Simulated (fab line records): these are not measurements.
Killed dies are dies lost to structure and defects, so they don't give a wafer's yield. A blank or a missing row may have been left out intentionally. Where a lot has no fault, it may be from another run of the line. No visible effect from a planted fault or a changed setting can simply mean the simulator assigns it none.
Split-lot trial / flow sky130 / 5 lots, 23 wafers read, on a route of 708 steps

== ON THE SPLIT ==
At SKY_GATE_OXIDE_OXIDATION_01 (stabilise 600 s, purge 300 s, target thk 10.268 nm), the setting temp_c was moved away from the recipe's 900 C on 15 of the 23 wafers read, by -2.0% to +1.2%. For the rest of the wafers, this setting stayed at what the recipe calls for.

No step appears in the file between the split and the reading.

== THE READING ==
GATE_OXIDE_OXIDATION_00_THK at SKY_GATE_OXIDE_THK_MEAS_02, in nm. On this fab line, fault-free wafers typically give 10.20 nm with a standard deviation of 0.2 nm.

wafer=L074.1; tool, chamber at the split=furnace-02, 0; temp_c as run, C=900; against the recipe=recipe; GATE_OXIDE_OXIDATION_00_THK, nm=10.30; against lot-mates on the recipe=-
wafer=L074.4; tool, chamber at the split=furnace-02, 0; temp_c as run, C=900; against the recipe=recipe; GATE_OXIDE_OXIDATION_00_THK, nm=10.40; against lot-mates on the recipe=-
wafer=L074.5; tool, chamber at the split=furnace-02, 0; temp_c as run, C=900; against the recipe=recipe; GATE_OXIDE_OXIDATION_00_THK, nm=10.23; against lot-mates on the recipe=-
wafer=L075.1; tool, chamber at the split=-, -; temp_c as run, C=889.2; against the recipe=-1.2%; GATE_OXIDE_OXIDATION_00_THK, nm=8.86; against lot-mates on the recipe=no lot-mate on the recipe
wafer=L075.2; tool, chamber at the split=-, -; temp_c as run, C=889.2; against the recipe=-1.2%; GATE_OXIDE_OXIDATION_00_THK, nm=8.83; against lot-mates on the recipe=no lot-mate on the recipe
wafer=L075.3; tool, chamber at the split=-, -; temp_c as run, C=889.2; against the recipe=-1.2%; GATE_OXIDE_OXIDATION_00_THK, nm=8.82; against lot-mates on the recipe=no lot-mate on the recipe
wafer=L075.4; tool, chamber at the split=-, -; temp_c as run, C=889.2; against the recipe=-1.2%; GATE_OXIDE_OXIDATION_00_THK, nm=8.71; against lot-mates on the recipe=no lot-mate on the recipe
wafer=L075.5; tool, chamber at the split=-, -; temp_c as run, C=889.2; against the recipe=-1.2%; GATE_OXIDE_OXIDATION_00_THK, nm=9.01; against lot-mates on the recipe=no lot-mate on the recipe
wafer=L078.1; tool, chamber at the split=-, -; temp_c as run, C=900; against the recipe=recipe; GATE_OXIDE_OXIDATION_00_THK, nm=10.05; against lot-mates on the recipe=-
wafer=L078.2; tool, chamber at the split=-, -; temp_c as run, C=900; against the recipe=recipe; GATE_OXIDE_OXIDATION_00_THK, nm=10.22; against lot-mates on the recipe=-
wafer=L078.3; tool, chamber at the split=-, -; temp_c as run, C=900; against the recipe=recipe; GATE_OXIDE_OXIDATION_00_THK, nm=10.21; against lot-mates on the recipe=-
wafer=L078.4; tool, chamber at the split=-, -; temp_c as run, C=900; against the recipe=recipe; GATE_OXIDE_OXIDATION_00_THK, nm=10.06; against lot-mates on the recipe=-
wafer=L078.5; tool, chamber at the split=-, -; temp_c as run, C=900; against the recipe=recipe; GATE_OXIDE_OXIDATION_00_THK, nm=10.29; against lot-mates on the recipe=-
wafer=L080.1; tool, chamber at the split=-, -; temp_c as run, C=911; against the recipe=+1.2%; GATE_OXIDE_OXIDATION_00_THK, nm=11.39; against lot-mates on the recipe=no lot-mate on the recipe
wafer=L080.2; tool, chamber at the split=-, -; temp_c as run, C=911; against the recipe=+1.2%; GATE_OXIDE_OXIDATION_00_THK, nm=11.36; against lot-mates on the recipe=no lot-mate on the recipe
wafer=L080.3; tool, chamber at the split=-, -; temp_c as run, C=911; against the recipe=+1.2%; GATE_OXIDE_OXIDATION_00_THK, nm=11.03; against lot-mates on the recipe=no lot-mate on the recipe
wafer=L080.5; tool, chamber at the split=-, -; temp_c as run, C=911; against the recipe=+1.2%; GATE_OXIDE_OXIDATION_00_THK, nm=11.19; against lot-mates on the recipe=no lot-mate on the recipe
wafer=L080.6; tool, chamber at the split=-, -; temp_c as run, C=911; against the recipe=+1.2%; GATE_OXIDE_OXIDATION_00_THK, nm=11.39; against lot-mates on the recipe=no lot-mate on the recipe
wafer=L084.1; tool, chamber at the split=-, -; temp_c as run, C=881.8; against the recipe=-2.0%; GATE_OXIDE_OXIDATION_00_THK, nm=8.49; against lot-mates on the recipe=no lot-mate on the recipe
wafer=L084.3; tool, chamber at the split=-, -; temp_c as run, C=881.8; against the recipe=-2.0%; GATE_OXIDE_OXIDATION_00_THK, nm=8.68; against lot-mates on the recipe=no lot-mate on the recipe
wafer=L084.4; tool, chamber at the split=-, -; temp_c as run, C=881.8; against the recipe=-2.0%; GATE_OXIDE_OXIDATION_00_THK, nm=8.54; against lot-mates on the recipe=no lot-mate on the recipe
wafer=L084.5; tool, chamber at the split=-, -; temp_c as run, C=881.8; against the recipe=-2.0%; GATE_OXIDE_OXIDATION_00_THK, nm=8.64; against lot-mates on the recipe=no lot-mate on the recipe
wafer=L084.6; tool, chamber at the split=-, -; temp_c as run, C=881.8; against the recipe=-2.0%; GATE_OXIDE_OXIDATION_00_THK, nm=8.72; against lot-mates on the recipe=no lot-mate on the recipe

FIT RESULTS
A straight line over all 23 wafers: GATE_OXIDE_OXIDATION_00_THK changes by +0.868 nm for each +1% of temp_c; r = +0.98; the points scatter about the line by 0.21 nm.
Too few moved wafers with a lot-mate on the recipe to fit a line net of each lot's own level.

== THE WHOLE CHAIN: every reading that the file lists as answering this split, in the file's order ==
step=SKY_GATE_OXIDE_OXIDATION_01; what it does=stabilise 600 s, purge 300 s, target thk 10.268 nm; reading=SiO2_of_GATE_OXIDE_OXIDATION_01.thk_nm (the simulator's own value, which no gauge read); change (the file's fit)=+0.874 nm for each +1% of the setting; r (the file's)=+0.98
step=SKY_GATE_OXIDE_THK_MEAS_02; what it does=; reading=GATE_OXIDE_OXIDATION_00_THK; change (the file's fit)=+0.869 for each +1% of the setting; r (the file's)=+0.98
step=SKY_GATE_OXIDE_CLEAN_15; what it does=cleans in SC1/SC2, time 150 s; reading=SiO2_of_GATE_OXIDE_OXIDATION_01.thk_nm (the simulator's own value, which no gauge read); change (the file's fit)=+0.876 nm for each +1% of the setting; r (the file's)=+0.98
step=SKY_GATE_OXIDE_OXIDATION_16; what it does=stabilise 600 s, purge 300 s, target thk 3.57 nm; reading=SiO2_of_GATE_OXIDE_OXIDATION_01.thk_nm (the simulator's own value, which no gauge read); change (the file's fit)=+0.811 nm for each +1% of the setting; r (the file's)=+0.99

== THE FILE'S OWN FIT ==
GATE_OXIDE_OXIDATION_00_THK changes by +0.869 nm for each +1% of temp_c, r = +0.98.
